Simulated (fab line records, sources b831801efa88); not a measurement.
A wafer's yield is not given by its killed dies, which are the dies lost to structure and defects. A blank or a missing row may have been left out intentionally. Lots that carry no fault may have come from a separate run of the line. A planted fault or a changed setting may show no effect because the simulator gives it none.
Which tool was responsible? || flow gf180mcu || 72 wafers from 24 lots sampled at 6 of the route's 602 steps

## WHAT THE GAUGES READ, wafer by wafer
GF_STI_THK_MEAS_30.
{"lot": "L075", "measured": "day 3 01:43", "on": "filmMetro-02", "STI_OXIDATION_02_THK (nm)": "9.74 9.79 9.70"}
{"lot": "L076", "measured": "day 3 01:44", "on": "filmMetro-04", "STI_OXIDATION_02_THK (nm)": "9.72 9.75 9.73"}
{"lot": "L077", "measured": "day 3 01:47", "on": "filmMetro-02", "STI_OXIDATION_02_THK (nm)": "9.98 9.83 9.78"}
{"lot": "L074", "measured": "day 3 01:47", "on": "filmMetro-04", "STI_OXIDATION_02_THK (nm)": "9.59 9.65 9.62"}
{"lot": "L078", "measured": "day 3 07:43", "on": "filmMetro-04", "STI_OXIDATION_02_THK (nm)": "10.09 9.95 9.92"}
{"lot": "L079", "measured": "day 3 09:07", "on": "filmMetro-01", "STI_OXIDATION_02_THK (nm)": "10.15 10.16 9.99"}
{"lot": "L080", "measured": "day 3 13:14", "on": "filmMetro-04", "STI_OXIDATION_02_THK (nm)": "9.96 10.16 10.10"}
{"lot": "L081", "measured": "day 3 17:38", "on": "filmMetro-02", "STI_OXIDATION_02_THK (nm)": "9.95 9.91 9.83"}
{"lot": "L082", "measured": "day 3 22:01", "on": "filmMetro-01", "STI_OXIDATION_02_THK (nm)": "10.06 9.86 10.09"}
{"lot": "L083", "measured": "day 4 03:08", "on": "filmMetro-01", "STI_OXIDATION_02_THK (nm)": "9.76 9.80 9.70"}
{"lot": "L084", "measured": "day 4 08:42", "on": "filmMetro-02", "STI_OXIDATION_02_THK (nm)": "10.16 10.10 10.15"}
{"lot": "L085", "measured": "day 4 13:15", "on": "filmMetro-02", "STI_OXIDATION_02_THK (nm)": "9.96 9.67 9.85"}
{"lot": "L086", "measured": "day 4 18:34", "on": "filmMetro-04", "STI_OXIDATION_02_THK (nm)": "9.90 9.97 9.84"}
{"lot": "L087", "measured": "day 4 23:22", "on": "filmMetro-02", "STI_OXIDATION_02_THK (nm)": "10.01 10.13 10.04"}
{"lot": "L088", "measured": "day 5 04:58", "on": "filmMetro-01", "STI_OXIDATION_02_THK (nm)": "9.71 9.83 9.76"}
{"lot": "L089", "measured": "day 5 11:05", "on": "filmMetro-04", "STI_OXIDATION_02_THK (nm)": "9.75 9.68 9.51"}
{"lot": "L090", "measured": "day 5 14:49", "on": "filmMetro-04", "STI_OXIDATION_02_THK (nm)": "10.05 9.78 10.13"}
{"lot": "L091", "measured": "day 5 20:11", "on": "filmMetro-02", "STI_OXIDATION_02_THK (nm)": "9.68 9.82 9.81"}
{"lot": "L092", "measured": "day 6 00:37", "on": "filmMetro-02", "STI_OXIDATION_02_THK (nm)": "9.90 9.86 9.94"}
{"lot": "L093", "measured": "day 6 05:31", "on": "filmMetro-04", "STI_OXIDATION_02_THK (nm)": "10.07 9.99 9.87"}
{"lot": "L094", "measured": "day 6 13:28", "on": "filmMetro-01", "STI_OXIDATION_02_THK (nm)": "10.16 10.30 9.95"}
{"lot": "L095", "measured": "day 6 17:27", "on": "filmMetro-02", "STI_OXIDATION_02_THK (nm)": "10.23 10.07 10.00"}
{"lot": "L096", "measured": "day 6 22:55", "on": "filmMetro-02", "STI_OXIDATION_02_THK (nm)": "9.78 9.81 9.71"}
{"lot": "L097", "measured": "day 7 03:33", "on": "filmMetro-02", "STI_OXIDATION_02_THK (nm)": "9.93 10.12 10.06"}

GF_MVPSD_OVL_MEAS_07.
{"lot": "L075", "measured": "day 5 18:08", "on": "overlay-01", "MVPSD_OVL (nm)": "0.4 -3.2 -3.3"}
{"lot": "L076", "measured": "day 5 18:38", "on": "overlay-01", "MVPSD_OVL (nm)": "-0.3 -0.8 1.2"}
{"lot": "L077", "measured": "day 5 18:59", "on": "overlay-02", "MVPSD_OVL (nm)": "0.3 0.3 -0.5"}
{"lot": "L074", "measured": "day 5 19:32", "on": "overlay-02", "MVPSD_OVL (nm)": "-1.1 -2.1 -1.1"}
{"lot": "L078", "measured": "day 6 00:20", "on": "overlay-01", "MVPSD_OVL (nm)": "1.3 0.9 2.0"}
{"lot": "L079", "measured": "day 6 02:54", "on": "overlay-02", "MVPSD_OVL (nm)": "0.5 0.8 0.7"}
{"lot": "L080", "measured": "day 6 05:00", "on": "overlay-01", "MVPSD_OVL (nm)": "1.1 -0.2 0.6"}
{"lot": "L081", "measured": "day 6 10:47", "on": "overlay-02", "MVPSD_OVL (nm)": "0.7 -0.2 1.2"}
{"lot": "L082", "measured": "day 6 17:35", "on": "overlay-01", "MVPSD_OVL (nm)": "-0.8 -0.3 0.5"}
{"lot": "L083", "measured": "day 6 22:44", "on": "overlay-01", "MVPSD_OVL (nm)": "-1.2 -0.1 -1.5"}
{"lot": "L084", "measured": "day 7 02:44", "on": "overlay-02", "MVPSD_OVL (nm)": "-0.4 -0.1 -0.5"}
{"lot": "L085", "measured": "day 7 09:14", "on": "overlay-02", "MVPSD_OVL (nm)": "-1.0 0.3 0.7"}
{"lot": "L086", "measured": "day 7 15:36", "on": "overlay-01", "MVPSD_OVL (nm)": "-2.3 -2.2 -1.4"}
{"lot": "L087", "measured": "day 7 20:56", "on": "overlay-01", "MVPSD_OVL (nm)": "0.4 1.1 -1.5"}
{"lot": "L088", "measured": "day 8 02:42", "on": "overlay-01", "MVPSD_OVL (nm)": "1.6 0.9 2.2"}
{"lot": "L089", "measured": "day 8 10:02", "on": "overlay-02", "MVPSD_OVL (nm)": "3.5 1.5 1.5"}
{"lot": "L090", "measured": "day 8 13:26", "on": "overlay-02", "MVPSD_OVL (nm)": "-0.3 0.4 -0.8"}
{"lot": "L091", "measured": "day 8 21:27", "on": "overlay-01", "MVPSD_OVL (nm)": "-1.6 -0.6 -1.0"}
{"lot": "L092", "measured": "day 9 01:44", "on": "overlay-01", "MVPSD_OVL (nm)": "0.6 0.4 1.2"}
{"lot": "L093", "measured": "day 9 06:59", "on": "overlay-02", "MVPSD_OVL (nm)": "-0.9 -3.1 -0.2"}
{"lot": "L094", "measured": "day 9 18:38", "on": "overlay-02", "MVPSD_OVL (nm)": "0.2 -1.2 -1.1"}
{"lot": "L095", "measured": "day 9 21:02", "on": "overlay-01", "MVPSD_OVL (nm)": "-1.6 -0.8 -1.6"}
{"lot": "L096", "measured": "day 10 04:06", "on": "overlay-02", "MVPSD_OVL (nm)": "0.1 -0.6 -1.3"}
{"lot": "L097", "measured": "day 10 09:02", "on": "overlay-02", "MVPSD_OVL (nm)": "0.3 0.0 -0.6"}

GF_V2_BOW_MEAS_05.
{"lot": "L075", "measured": "day 20 03:37", "on": "filmMetro-01", "V2_BOW (um)": "105 93 114"}
{"lot": "L076", "measured": "day 20 04:22", "on": "filmMetro-01", "V2_BOW (um)": "104 107 83"}
{"lot": "L077", "measured": "day 20 00:59", "on": "filmMetro-03", "V2_BOW (um)": "91 104 94"}
{"lot": "L074", "measured": "day 20 06:22", "on": "filmMetro-01", "V2_BOW (um)": "90 93 105"}
{"lot": "L078", "measured": "day 20 09:31", "on": "filmMetro-03", "V2_BOW (um)": "107 117 108"}
{"lot": "L079", "measured": "day 20 11:25", "on": "filmMetro-03", "V2_BOW (um)": "106 107 110"}
{"lot": "L080", "measured": "day 20 20:03", "on": "filmMetro-02", "V2_BOW (um)": "104 108 102"}
{"lot": "L081", "measured": "day 21 05:13", "on": "filmMetro-03", "V2_BOW (um)": "113 109 108"}
{"lot": "L082", "measured": "day 21 07:45", "on": "filmMetro-03", "V2_BOW (um)": "92 89 95"}
{"lot": "L083", "measured": "day 21 21:52", "on": "filmMetro-03", "V2_BOW (um)": "87 87 87"}
{"lot": "L084", "measured": "day 22 02:08", "on": "filmMetro-02", "V2_BOW (um)": "88 113 102"}
{"lot": "L085", "measured": "day 22 09:58", "on": "filmMetro-03", "V2_BOW (um)": "90 106 91"}
{"lot": "L086", "measured": "day 22 17:09", "on": "filmMetro-03", "V2_BOW (um)": "87 93 93"}
{"lot": "L087", "measured": "day 23 04:03", "on": "filmMetro-02", "V2_BOW (um)": "80 90 86"}
{"lot": "L088", "measured": "day 23 07:37", "on": "filmMetro-03", "V2_BOW (um)": "88 81 95"}
{"lot": "L089", "measured": "day 24 03:01", "on": "filmMetro-02", "V2_BOW (um)": "111 109 96"}
{"lot": "L090", "measured": "day 24 06:13", "on": "filmMetro-01", "V2_BOW (um)": "103 100 104"}
{"lot": "L091", "measured": "day 24 12:15", "on": "filmMetro-03", "V2_BOW (um)": "95 93 101"}
{"lot": "L092", "measured": "day 25 02:03", "on": "filmMetro-01", "V2_BOW (um)": "95 98 91"}
{"lot": "L093", "measured": "day 25 05:55", "on": "filmMetro-02", "V2_BOW (um)": "100 77 82"}
{"lot": "L094", "measured": "day 25 17:32", "on": "filmMetro-02", "V2_BOW (um)": "113 100 103"}
{"lot": "L095", "measured": "day 25 23:02", "on": "filmMetro-01", "V2_BOW (um)": "101 104 111"}
{"lot": "L096", "measured": "day 26 09:42", "on": "filmMetro-01", "V2_BOW (um)": "101 88 90"}
{"lot": "L097", "measured": "day 26 13:53", "on": "filmMetro-03", "V2_BOW (um)": "104 95 91"}

GF_V5_THK_MEAS_01.
{"lot": "L075", "measured": "day 27 00:52", "on": "filmMetro-02", "V5_CVD_00_THK (nm)": "300 300 299"}
{"lot": "L076", "measured": "day 27 02:04", "on": "filmMetro-04", "V5_CVD_00_THK (nm)": "298 302 302"}
{"lot": "L077", "measured": "day 26 21:14", "on": "filmMetro-04", "V5_CVD_00_THK (nm)": "296 303 298"}
{"lot": "L074", "measured": "day 27 05:25", "on": "filmMetro-02", "V5_CVD_00_THK (nm)": "296 299 297"}
{"lot": "L078", "measured": "day 27 07:37", "on": "filmMetro-02", "V5_CVD_00_THK (nm)": "296 299 303"}
{"lot": "L079", "measured": "day 27 08:35", "on": "filmMetro-02", "V5_CVD_00_THK (nm)": "296 305 297"}
{"lot": "L080", "measured": "day 27 15:04", "on": "filmMetro-04", "V5_CVD_00_THK (nm)": "296 299 299"}
{"lot": "L081", "measured": "day 28 01:46", "on": "filmMetro-04", "V5_CVD_00_THK (nm)": "298 300 298"}
{"lot": "L082", "measured": "day 28 04:39", "on": "filmMetro-02", "V5_CVD_00_THK (nm)": "303 301 301"}
{"lot": "L083", "measured": "day 28 18:19", "on": "filmMetro-01", "V5_CVD_00_THK (nm)": "298 295 298"}
{"lot": "L084", "measured": "day 28 21:28", "on": "filmMetro-04", "V5_CVD_00_THK (nm)": "300 297 301"}
{"lot": "L085", "measured": "day 29 05:19", "on": "filmMetro-04", "V5_CVD_00_THK (nm)": "295 294 300"}
{"lot": "L086", "measured": "day 29 10:36", "on": "filmMetro-01", "V5_CVD_00_THK (nm)": "303 294 302"}
{"lot": "L087", "measured": "day 29 20:58", "on": "filmMetro-04", "V5_CVD_00_THK (nm)": "297 299 297"}
{"lot": "L088", "measured": "day 30 00:49", "on": "filmMetro-04", "V5_CVD_00_THK (nm)": "301 303 298"}
{"lot": "L089", "measured": "day 30 18:11", "on": "filmMetro-01", "V5_CVD_00_THK (nm)": "299 294 299"}
{"lot": "L090", "measured": "day 30 18:46", "on": "filmMetro-04", "V5_CVD_00_THK (nm)": "293 291 299"}
{"lot": "L091", "measured": "day 30 22:59", "on": "filmMetro-02", "V5_CVD_00_THK (nm)": "300 301 298"}
{"lot": "L092", "measured": "day 31 10:10", "on": "filmMetro-04", "V5_CVD_00_THK (nm)": "294 302 293"}
{"lot": "L093", "measured": "day 31 14:16", "on": "filmMetro-02", "V5_CVD_00_THK (nm)": "302 294 304"}
{"lot": "L094", "measured": "day 31 22:52", "on": "filmMetro-02", "V5_CVD_00_THK (nm)": "297 295 301"}
{"lot": "L095", "measured": "day 32 01:44", "on": "filmMetro-04", "V5_CVD_00_THK (nm)": "302 297 297"}
{"lot": "L096", "measured": "day 32 10:41", "on": "filmMetro-04", "V5_CVD_00_THK (nm)": "303 301 302"}
{"lot": "L097", "measured": "day 32 13:04", "on": "filmMetro-01", "V5_CVD_00_THK (nm)": "299 295 294"}

## TOOL THAT RAN EACH LOT (tool first, then ch and the chambers of the sampled wafers, then the start)
{"lot": "L075", "GF_M2_SPUTTER_03": "pvdSputter-02, day 19 00:55", "GF_M3_STRIP_17": "plasmaAsher-02 ch 0,1, day 22 02:25"}
{"lot": "L076", "GF_M2_SPUTTER_03": "pvdSputter-03, day 19 01:37", "GF_M3_STRIP_17": "plasmaAsher-03 ch 0, day 22 03:57"}
{"lot": "L077", "GF_M2_SPUTTER_03": "pvdSputter-03, day 18 22:06", "GF_M3_STRIP_17": "plasmaAsher-04 ch 0,1, day 21 23:51"}
{"lot": "L074", "GF_M2_SPUTTER_03": "pvdSputter-02, day 19 04:01", "GF_M3_STRIP_17": "plasmaAsher-04 ch 0, day 22 05:25"}
{"lot": "L078", "GF_M2_SPUTTER_03": "pvdSputter-04, day 19 07:13", "GF_M3_STRIP_17": "plasmaAsher-02 ch 0,1, day 22 08:44"}
{"lot": "L079", "GF_M2_SPUTTER_03": "pvdSputter-02, day 19 09:11", "GF_M3_STRIP_17": "plasmaAsher-04 ch 0,1, day 22 10:30"}
{"lot": "L080", "GF_M2_SPUTTER_03": "pvdSputter-03, day 19 19:45", "GF_M3_STRIP_17": "plasmaAsher-02 ch 0,1, day 22 18:48"}
{"lot": "L081", "GF_M2_SPUTTER_03": "pvdSputter-03, day 20 04:51", "GF_M3_STRIP_17": "plasmaAsher-04 ch 0,1, day 23 03:43"}
{"lot": "L082", "GF_M2_SPUTTER_03": "pvdSputter-02, day 20 08:11", "GF_M3_STRIP_17": "plasmaAsher-03 ch 0,1, day 23 06:19"}
{"lot": "L083", "GF_M2_SPUTTER_03": "pvdSputter-03, day 20 21:58", "GF_M3_STRIP_17": "plasmaAsher-03 ch 0,1, day 23 20:33"}
{"lot": "L084", "GF_M2_SPUTTER_03": "pvdSputter-03, day 21 02:39", "GF_M3_STRIP_17": "plasmaAsher-02 ch 0,1, day 24 00:36"}
{"lot": "L085", "GF_M2_SPUTTER_03": "pvdSputter-02, day 21 10:46", "GF_M3_STRIP_17": "plasmaAsher-04 ch 0,1, day 24 08:37"}
{"lot": "L086", "GF_M2_SPUTTER_03": "pvdSputter-03, day 21 17:07", "GF_M3_STRIP_17": "plasmaAsher-03 ch 0,1, day 24 15:51"}
{"lot": "L087", "GF_M2_SPUTTER_03": "pvdSputter-03, day 22 04:09", "GF_M3_STRIP_17": "plasmaAsher-02 ch 0,1, day 25 02:04"}
{"lot": "L088", "GF_M2_SPUTTER_03": "pvdSputter-04, day 22 07:33", "GF_M3_STRIP_17": "plasmaAsher-03 ch 0,1, day 25 06:21"}
{"lot": "L089", "GF_M2_SPUTTER_03": "pvdSputter-04, day 23 03:25", "GF_M3_STRIP_17": "plasmaAsher-02 ch 0,1, day 26 02:13"}
{"lot": "L090", "GF_M2_SPUTTER_03": "pvdSputter-03, day 23 06:12", "GF_M3_STRIP_17": "plasmaAsher-04 ch 0,1, day 26 04:07"}
{"lot": "L091", "GF_M2_SPUTTER_03": "pvdSputter-03, day 23 13:01", "GF_M3_STRIP_17": "plasmaAsher-02 ch 0,1, day 26 10:34"}
{"lot": "L092", "GF_M2_SPUTTER_03": "pvdSputter-04, day 24 01:40", "GF_M3_STRIP_17": "plasmaAsher-04 ch 0,1, day 27 00:06"}
{"lot": "L093", "GF_M2_SPUTTER_03": "pvdSputter-04, day 24 06:40", "GF_M3_STRIP_17": "plasmaAsher-02 ch 0,1, day 27 03:30"}
{"lot": "L094", "GF_M2_SPUTTER_03": "pvdSputter-03, day 24 18:17", "GF_M3_STRIP_17": "plasmaAsher-02 ch 0,1, day 27 15:27"}
{"lot": "L095", "GF_M2_SPUTTER_03": "pvdSputter-02, day 24 23:46", "GF_M3_STRIP_17": "plasmaAsher-04 ch 0,1, day 27 20:58"}
{"lot": "L096", "GF_M2_SPUTTER_03": "pvdSputter-04, day 25 10:07", "GF_M3_STRIP_17": "plasmaAsher-02 ch 0,1, day 28 07:57"}
{"lot": "L097", "GF_M2_SPUTTER_03": "pvdSputter-04, day 25 14:51", "GF_M3_STRIP_17": "plasmaAsher-02 ch 0,1, day 28 11:40"}
- GF_M2_SPUTTER_03: material Ti, target thk 10 nm, time 6.7 s.
- GF_M3_STRIP_17: strips in O2/N2.

## AS READ BY THE TOOLS THEMSELVES (means over the sampled wafers that have a number; for cases with no such wafer, the mark the record gives instead)
GF_M2_SPUTTER_03.
{"lot": "L075", "tool": "pvdSputter-02", "throttleValvePct (%)": 29.6}
{"lot": "L076", "tool": "pvdSputter-03", "throttleValvePct (%)": 29.5}
{"lot": "L077", "tool": "pvdSputter-03", "throttleValvePct (%)": 31.3}
{"lot": "L074", "tool": "pvdSputter-02", "throttleValvePct (%)": 29.4}
{"lot": "L078", "tool": "pvdSputter-04", "throttleValvePct (%)": 31.4}
{"lot": "L079", "tool": "pvdSputter-02", "throttleValvePct (%)": 29.9}
{"lot": "L080", "tool": "pvdSputter-03", "throttleValvePct (%)": 31.0}
{"lot": "L081", "tool": "pvdSputter-03", "throttleValvePct (%)": 30.3}
{"lot": "L082", "tool": "pvdSputter-02", "throttleValvePct (%)": 30.2}
{"lot": "L083", "tool": "pvdSputter-03", "throttleValvePct (%)": 31.1}
{"lot": "L084", "tool": "pvdSputter-03", "throttleValvePct (%)": 29.5}
{"lot": "L085", "tool": "pvdSputter-02", "throttleValvePct (%)": 29.8}
{"lot": "L086", "tool": "pvdSputter-03", "throttleValvePct (%)": 29.5}
{"lot": "L087", "tool": "pvdSputter-03", "throttleValvePct (%)": 30.6}
{"lot": "L088", "tool": "pvdSputter-04", "throttleValvePct (%)": 30.7}
{"lot": "L089", "tool": "pvdSputter-04", "throttleValvePct (%)": 30.6}
{"lot": "L090", "tool": "pvdSputter-03", "throttleValvePct (%)": 30.7}
{"lot": "L091", "tool": "pvdSputter-03", "throttleValvePct (%)": 31.4}
{"lot": "L092", "tool": "pvdSputter-04", "throttleValvePct (%)": 31.3}
{"lot": "L093", "tool": "pvdSputter-04", "throttleValvePct (%)": 30.0}
{"lot": "L094", "tool": "pvdSputter-03", "throttleValvePct (%)": 29.8}
{"lot": "L095", "tool": "pvdSputter-02", "throttleValvePct (%)": 30.0}
{"lot": "L096", "tool": "pvdSputter-04", "throttleValvePct (%)": 29.6}
{"lot": "L097", "tool": "pvdSputter-04", "throttleValvePct (%)": 31.1}

GF_M3_STRIP_17.
{"lot": "L075", "tool": "plasmaAsher-02", "drypumpMotorCurrentA (A)": 6.07, "heaterPowerW (W)": 355, "oesProductAu (a.u.)": 0.536, "stripTimeToEndpointS (s)": 7.38}
{"lot": "L076", "tool": "plasmaAsher-03", "drypumpMotorCurrentA (A)": 6.10, "heaterPowerW (W)": 340, "oesProductAu (a.u.)": 0.533, "stripTimeToEndpointS (s)": 7.27}
{"lot": "L077", "tool": "plasmaAsher-04", "drypumpMotorCurrentA (A)": 5.98, "heaterPowerW (W)": 320, "oesProductAu (a.u.)": 0.537, "stripTimeToEndpointS (s)": 7.30}
{"lot": "L074", "tool": "plasmaAsher-04", "drypumpMotorCurrentA (A)": 6.00, "heaterPowerW (W)": 316, "oesProductAu (a.u.)": 0.535, "stripTimeToEndpointS (s)": 7.35}
{"lot": "L078", "tool": "plasmaAsher-02", "drypumpMotorCurrentA (A)": 6.08, "heaterPowerW (W)": 359, "oesProductAu (a.u.)": 0.532, "stripTimeToEndpointS (s)": 7.29}
{"lot": "L079", "tool": "plasmaAsher-04", "drypumpMotorCurrentA (A)": 5.97, "heaterPowerW (W)": 324, "oesProductAu (a.u.)": 0.539, "stripTimeToEndpointS (s)": 7.46}
{"lot": "L080", "tool": "plasmaAsher-02", "drypumpMotorCurrentA (A)": 6.13, "heaterPowerW (W)": 387, "oesProductAu (a.u.)": 0.542, "stripTimeToEndpointS (s)": 7.48}
{"lot": "L081", "tool": "plasmaAsher-04", "drypumpMotorCurrentA (A)": 5.98, "heaterPowerW (W)": 324, "oesProductAu (a.u.)": 0.538, "stripTimeToEndpointS (s)": 7.41}
{"lot": "L082", "tool": "plasmaAsher-03", "drypumpMotorCurrentA (A)": 6.07, "heaterPowerW (W)": 344, "oesProductAu (a.u.)": 0.539, "stripTimeToEndpointS (s)": 7.44}
{"lot": "L083", "tool": "plasmaAsher-03", "drypumpMotorCurrentA (A)": 6.03, "heaterPowerW (W)": 340, "oesProductAu (a.u.)": 0.535, "stripTimeToEndpointS (s)": 7.30}
{"lot": "L084", "tool": "plasmaAsher-02", "drypumpMotorCurrentA (A)": 6.08, "heaterPowerW (W)": 355, "oesProductAu (a.u.)": 0.540, "stripTimeToEndpointS (s)": 7.43}
{"lot": "L085", "tool": "plasmaAsher-04", "drypumpMotorCurrentA (A)": 5.97, "heaterPowerW (W)": 322, "oesProductAu (a.u.)": 0.529, "stripTimeToEndpointS (s)": 7.35}
{"lot": "L086", "tool": "plasmaAsher-03", "drypumpMotorCurrentA (A)": 6.06, "heaterPowerW (W)": 351, "oesProductAu (a.u.)": 0.540, "stripTimeToEndpointS (s)": 7.42}
{"lot": "L087", "tool": "plasmaAsher-02", "drypumpMotorCurrentA (A)": 6.05, "heaterPowerW (W)": 358, "oesProductAu (a.u.)": 0.541, "stripTimeToEndpointS (s)": 7.41}
{"lot": "L088", "tool": "plasmaAsher-03", "drypumpMotorCurrentA (A)": 6.09, "heaterPowerW (W)": 346, "oesProductAu (a.u.)": 0.538, "stripTimeToEndpointS (s)": 7.41}
{"lot": "L089", "tool": "plasmaAsher-02", "drypumpMotorCurrentA (A)": 6.08, "heaterPowerW (W)": 357, "oesProductAu (a.u.)": 0.530, "stripTimeToEndpointS (s)": 7.35}
{"lot": "L090", "tool": "plasmaAsher-04", "drypumpMotorCurrentA (A)": 5.98, "heaterPowerW (W)": 324, "oesProductAu (a.u.)": 0.535, "stripTimeToEndpointS (s)": 7.39}
{"lot": "L091", "tool": "plasmaAsher-02", "drypumpMotorCurrentA (A)": 6.15, "heaterPowerW (W)": 387, "oesProductAu (a.u.)": 0.539, "stripTimeToEndpointS (s)": 7.34}
{"lot": "L092", "tool": "plasmaAsher-04", "drypumpMotorCurrentA (A)": 5.97, "heaterPowerW (W)": 323, "oesProductAu (a.u.)": 0.540, "stripTimeToEndpointS (s)": 7.36}
{"lot": "L093", "tool": "plasmaAsher-02", "drypumpMotorCurrentA (A)": 6.07, "heaterPowerW (W)": 363, "oesProductAu (a.u.)": 0.534, "stripTimeToEndpointS (s)": 7.39}
{"lot": "L094", "tool": "plasmaAsher-02", "drypumpMotorCurrentA (A)": 6.15, "heaterPowerW (W)": 386, "oesProductAu (a.u.)": 0.537, "stripTimeToEndpointS (s)": 7.34}
{"lot": "L095", "tool": "plasmaAsher-04", "drypumpMotorCurrentA (A)": 5.97, "heaterPowerW (W)": 319, "oesProductAu (a.u.)": 0.535, "stripTimeToEndpointS (s)": 7.30}
{"lot": "L096", "tool": "plasmaAsher-02", "drypumpMotorCurrentA (A)": 6.12, "heaterPowerW (W)": 363, "oesProductAu (a.u.)": 0.541, "stripTimeToEndpointS (s)": 7.38}
{"lot": "L097", "tool": "plasmaAsher-02", "drypumpMotorCurrentA (A)": 6.08, "heaterPowerW (W)": 360, "oesProductAu (a.u.)": 0.534, "stripTimeToEndpointS (s)": 7.39}

## THE ANSWER, worked out from the rows above alone
Rule: usual is defined by the lots themselves. The widest of any qualifying gaps counts: lots, ordered by their means at a reading, are off when they make up no more than a third of the lots, leave a main group of 4 or more, and stand apart from it by 3 or more times the standard deviation of that group's means. A main group whose means are all the same, to the digits that the tables above print for the reading, isn't used. A lot without any number at a reading at which 4 lots or more have one is off too. Where the step has rows for the other lots, those lots are counted as sound. First the gauges in route order, then the tools' own readings, where a lot's mean is used as printed above. At the first step where some lot is off, the reading lying furthest off is the one used; lots without a number count as furthest.
No lot is off on any of the readings shown, so nothing can be concluded from this.

## WHAT HAD BEEN PUT IN BY THE SIMULATOR
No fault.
